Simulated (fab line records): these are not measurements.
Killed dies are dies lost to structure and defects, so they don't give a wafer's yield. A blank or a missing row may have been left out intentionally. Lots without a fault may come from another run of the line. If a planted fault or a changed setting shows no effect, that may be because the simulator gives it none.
What tool caused it? || flow sky130 || 12 lots with 36 wafers sampled at 3 steps, on a route of 708 steps

WHAT THE GAUGES READ, wafer by wafer
SKY_VIA2_OVL_MEAS_13.
{"lot": "L637", "measured": "day 38 04:28", "on": "overlay-01", "VIA2_OVL (nm)": "2 -4 6"}
{"lot": "L640", "measured": "day 39 01:22", "on": "overlay-02", "VIA2_OVL (nm)": "-5 -6 -8"}
{"lot": "L641", "measured": "day 39 05:13", "on": "overlay-01", "VIA2_OVL (nm)": "6 9 9"}
{"lot": "L642", "measured": "day 39 14:46", "on": "overlay-01", "VIA2_OVL (nm)": "-2 -6 -1"}
{"lot": "L645", "measured": "day 40 06:13", "on": "overlay-01", "VIA2_OVL (nm)": "-8 -3 -9"}
{"lot": "L648", "measured": "day 41 08:19", "on": "overlay-02", "VIA2_OVL (nm)": "7 10 9"}
{"lot": "L649", "measured": "day 41 14:04", "on": "overlay-02", "VIA2_OVL (nm)": "13 4 11"}
{"lot": "L650", "measured": "day 41 16:34", "on": "overlay-02", "VIA2_OVL (nm)": "-1 -4 5"}
{"lot": "L651", "measured": "day 41 20:24", "on": "overlay-02", "VIA2_OVL (nm)": "2 4 2"}
{"lot": "L652", "measured": "day 42 07:07", "on": "overlay-01", "VIA2_OVL (nm)": "-2 5 5"}
{"lot": "L657", "measured": "day 43 15:49", "on": "overlay-01", "VIA2_OVL (nm)": "-5 2 -6"}
{"lot": "L658", "measured": "day 43 21:02", "on": "overlay-02", "VIA2_OVL (nm)": "5 1 2"}

SKY_VIA2_THK_MEAS_23: measures by xrf.
{"lot": "L637", "measured": "day 38 05:31", "on": "film-metro-03", "VIA2_W_THK (nm)": "438 429 438"}
{"lot": "L640", "measured": "day 39 02:28", "on": "film-metro-03", "VIA2_W_THK (nm)": "424 417 428"}
{"lot": "L641", "measured": "day 39 06:22", "on": "film-metro-03", "VIA2_W_THK (nm)": "420 417 426"}
{"lot": "L642", "measured": "day 39 15:52", "on": "film-metro-02", "VIA2_W_THK (nm)": "445 439 428"}
{"lot": "L645", "measured": "day 40 07:37", "on": "film-metro-01", "VIA2_W_THK (nm)": "432 432 423"}
{"lot": "L648", "measured": "day 41 09:25", "on": "film-metro-01", "VIA2_W_THK (nm)": "439 432 425"}
{"lot": "L649", "measured": "day 41 15:07", "on": "film-metro-02", "VIA2_W_THK (nm)": "435 429 430"}
{"lot": "L650", "measured": "day 41 17:37", "on": "film-metro-02", "VIA2_W_THK (nm)": "421 425 427"}
{"lot": "L651", "measured": "day 41 21:28", "on": "film-metro-02", "VIA2_W_THK (nm)": "434 438 433"}
{"lot": "L652", "measured": "day 42 08:10", "on": "film-metro-02", "VIA2_W_THK (nm)": "421 424 429"}
{"lot": "L657", "measured": "day 43 16:57", "on": "film-metro-03", "VIA2_W_THK (nm)": "413 427 417"}
{"lot": "L658", "measured": "day 43 22:07", "on": "film-metro-02", "VIA2_W_THK (nm)": "431 421 431"}

TOOL THAT RAN EACH LOT (tool first, then ch and the chambers of the sampled wafers, then the start)
{"lot": "L637", "SKY_VIA2_SPUTTER_20": "pvd-sputter-01, day 38 05:12"}
{"lot": "L640", "SKY_VIA2_SPUTTER_20": "pvd-sputter-03, day 39 02:08"}
{"lot": "L641", "SKY_VIA2_SPUTTER_20": "pvd-sputter-03, day 39 06:03"}
{"lot": "L642", "SKY_VIA2_SPUTTER_20": "pvd-sputter-01, day 39 15:33"}
{"lot": "L645", "SKY_VIA2_SPUTTER_20": "pvd-sputter-01, day 40 07:18"}
{"lot": "L648", "SKY_VIA2_SPUTTER_20": "pvd-sputter-03, day 41 09:06"}
{"lot": "L649", "SKY_VIA2_SPUTTER_20": "pvd-sputter-03, day 41 14:49"}
{"lot": "L650", "SKY_VIA2_SPUTTER_20": "pvd-sputter-03, day 41 17:18"}
{"lot": "L651", "SKY_VIA2_SPUTTER_20": "pvd-sputter-02, day 41 21:09"}
{"lot": "L652", "SKY_VIA2_SPUTTER_20": "pvd-sputter-01, day 42 07:50"}
{"lot": "L657", "SKY_VIA2_SPUTTER_20": "pvd-sputter-03, day 43 16:38"}
{"lot": "L658", "SKY_VIA2_SPUTTER_20": "pvd-sputter-02, day 43 21:48"}
- SKY_VIA2_SPUTTER_20: material TiN, target thk 20 nm, time 80 s.

WHAT THE TOOLS THEMSELVES READ (means of the sampled wafers that have a number; where no wafer has one, the mark that the record gives instead)
SKY_VIA2_SPUTTER_20.
{"lot": "L637", "tool": "pvd-sputter-01", "chamber-pressure-pa (Pa)": 4.881, "throttle-valve-pct (%)": 29.7}
{"lot": "L640", "tool": "pvd-sputter-03", "chamber-pressure-pa (Pa)": 4.877, "throttle-valve-pct (%)": 30.0}
{"lot": "L641", "tool": "pvd-sputter-03", "chamber-pressure-pa (Pa)": 4.888, "throttle-valve-pct (%)": 30.7}
{"lot": "L642", "tool": "pvd-sputter-01", "chamber-pressure-pa (Pa)": 4.884, "throttle-valve-pct (%)": 29.7}
{"lot": "L645", "tool": "pvd-sputter-01", "chamber-pressure-pa (Pa)": 4.876, "throttle-valve-pct (%)": 29.7}
{"lot": "L648", "tool": "pvd-sputter-03", "chamber-pressure-pa (Pa)": 4.873, "throttle-valve-pct (%)": 30.1}
{"lot": "L649", "tool": "pvd-sputter-03", "chamber-pressure-pa (Pa)": 4.887, "throttle-valve-pct (%)": 29.8}
{"lot": "L650", "tool": "pvd-sputter-03", "chamber-pressure-pa (Pa)": 4.875, "throttle-valve-pct (%)": 30.6}
{"lot": "L651", "tool": "pvd-sputter-02", "chamber-pressure-pa (Pa)": 4.879, "throttle-valve-pct (%)": 29.8}
{"lot": "L652", "tool": "pvd-sputter-01", "chamber-pressure-pa (Pa)": 4.890, "throttle-valve-pct (%)": 29.3}
{"lot": "L657", "tool": "pvd-sputter-03", "chamber-pressure-pa (Pa)": 4.881, "throttle-valve-pct (%)": 29.5}
{"lot": "L658", "tool": "pvd-sputter-02", "chamber-pressure-pa (Pa)": 4.874, "throttle-valve-pct (%)": 29.7}

THE ANSWER, worked out from the rows above alone
Rule: the usual values come from the lots themselves. The widest of any qualifying gaps counts: lots, ordered by their means at a reading, are off when they make up no more than a third of the lots, leave a main group of 4 or more, and stand apart from it by 3 or more times the standard deviation of that group's means. A main group whose means are all the same, to the digits that the tables above print for the reading, isn't used. Also off: a lot with no number at a reading for which 4 or more lots have one. Where the step has rows for the other lots, those lots are counted as sound. First the gauges in route order, then the tools' own readings, where a lot's mean is used as printed above. The first step at which some lot is off is used, and at that step the reading that is off furthest; a lot without a number counts as furthest.
None of the lots is off at any reading shown; this tells nothing.

WHAT THE SIMULATOR HAD INSERTED
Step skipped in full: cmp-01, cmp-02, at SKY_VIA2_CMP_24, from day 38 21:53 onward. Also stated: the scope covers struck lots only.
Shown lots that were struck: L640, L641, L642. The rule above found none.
